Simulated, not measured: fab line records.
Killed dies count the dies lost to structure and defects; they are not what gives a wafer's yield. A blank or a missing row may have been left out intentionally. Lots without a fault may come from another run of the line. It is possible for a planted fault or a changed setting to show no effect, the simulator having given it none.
The tool behind it: which one? / flow sky130 / 13 lots with 39 wafers sampled at 2 steps, on a route of 708 steps

## WHAT THE GAUGES SHOWED, per wafer
SKY_CAP2M_THK_MEAS_04: measures by xrf.
lot=L808; measured=day 40 04:31; on=film metro-03; CAP2M_TIN_THK (nm)=202.6 203.6 203.1
lot=L809; measured=day 40 10:43; on=film metro-02; CAP2M_TIN_THK (nm)=200.1 203.3 202.5
lot=L811; measured=day 40 16:26; on=film metro-02; CAP2M_TIN_THK (nm)=205.1 202.6 203.2
lot=L812; measured=day 41 03:18; on=film metro-03; CAP2M_TIN_THK (nm)=205.5 207.4 206.9
lot=L813; measured=day 41 14:12; on=film metro-02; CAP2M_TIN_THK (nm)=202.8 202.7 203.7
lot=L814; measured=day 42 00:01; on=film metro-03; CAP2M_TIN_THK (nm)=202.9 201.4 201.5
lot=L818; measured=day 43 02:46; on=film metro-04; CAP2M_TIN_THK (nm)=202.8 202.5 202.4
lot=L819; measured=day 43 11:46; on=film metro-02; CAP2M_TIN_THK (nm)=207.3 205.0 205.6
lot=L824; measured=day 44 18:40; on=film metro-04; CAP2M_TIN_THK (nm)=202.9 203.4 203.7
lot=L825; measured=day 44 19:16; on=film metro-02; CAP2M_TIN_THK (nm)=206.1 205.0 203.5
lot=L827; measured=day 45 05:16; on=film metro-03; CAP2M_TIN_THK (nm)=202.7 202.8 201.9
lot=L829; measured=day 45 22:38; on=film metro-04; CAP2M_TIN_THK (nm)=198.2 199.0 197.3
lot=L830; measured=day 46 02:14; on=film metro-02; CAP2M_TIN_THK (nm)=205.0 203.9 205.3

SKY_METAL4_CD_MEAS_13: the cd target is 300 nm.
lot=L808; measured=day 42 04:01; on=cd sem-01; cd nm (nm)=301.5 300.0 300.7
lot=L809; measured=day 42 09:50; on=cd sem-02; cd nm (nm)=301.2 300.6 300.3
lot=L811; measured=day 42 14:25; on=cd sem-01; cd nm (nm)=298.5 299.0 299.5
lot=L812; measured=day 43 00:20; on=cd sem-02; cd nm (nm)=299.7 298.0 298.0
lot=L813; measured=day 43 15:39; on=cd sem-01; cd nm (nm)=299.3 299.0 299.4
lot=L814; measured=day 43 19:47; on=cd sem-02; cd nm (nm)=300.3 299.6 300.1
lot=L818; measured=day 45 00:29; on=cd sem-01; cd nm (nm)=301.8 302.4 301.0
lot=L819; measured=day 45 10:02; on=cd sem-01; cd nm (nm)=297.5 296.8 298.4
lot=L824; measured=day 46 16:17; on=cd sem-01; cd nm (nm)=303.3 302.9 302.8
lot=L825; measured=day 46 16:43; on=cd sem-01; cd nm (nm)=299.9 300.3 300.6
lot=L827; measured=day 47 00:33; on=cd sem-01; cd nm (nm)=301.1 300.9 299.9
lot=L829; measured=day 47 15:50; on=cd sem-02; cd nm (nm)=298.1 298.3 297.9
lot=L830; measured=day 47 18:50; on=cd sem-02; cd nm (nm)=300.9 301.2 298.5

## WHICH TOOL RAN EACH LOT (tool, then ch and the chambers of the sampled wafers, then the start)
There is no process step in the record ahead of these readings.

## AS READ BY THE TOOLS THEMSELVES (means over the sampled wafers that have a number; for cases with no such wafer, the mark the record gives instead)
The record holds no such reading with a usual standard deviation.

## THE ANSWER, worked out from the rows above alone
Rule: what is usual is taken from the lots themselves. The widest of any qualifying gaps counts: lots, ordered by their means at a reading, are off when they make up no more than a third of the lots, leave a main group of 4 or more, and stand apart from it by 3 or more times the standard deviation of that group's means. Not used: any main group whose means are identical at the precision the tables above print for the reading. Also off: a lot with no number at a reading for which 4 or more lots have one. Any other lot the step has rows for is counted as sound. Order of review: gauges by route order, followed by the tools' own readings, for which a lot's mean as printed above is used. The first step at which some lot is off is used, and at that step the reading that is off furthest; a lot without a number counts as furthest.
No lot is off at any reading shown: from this, nothing can be told.

## WHAT THE SIMULATOR PUT IN
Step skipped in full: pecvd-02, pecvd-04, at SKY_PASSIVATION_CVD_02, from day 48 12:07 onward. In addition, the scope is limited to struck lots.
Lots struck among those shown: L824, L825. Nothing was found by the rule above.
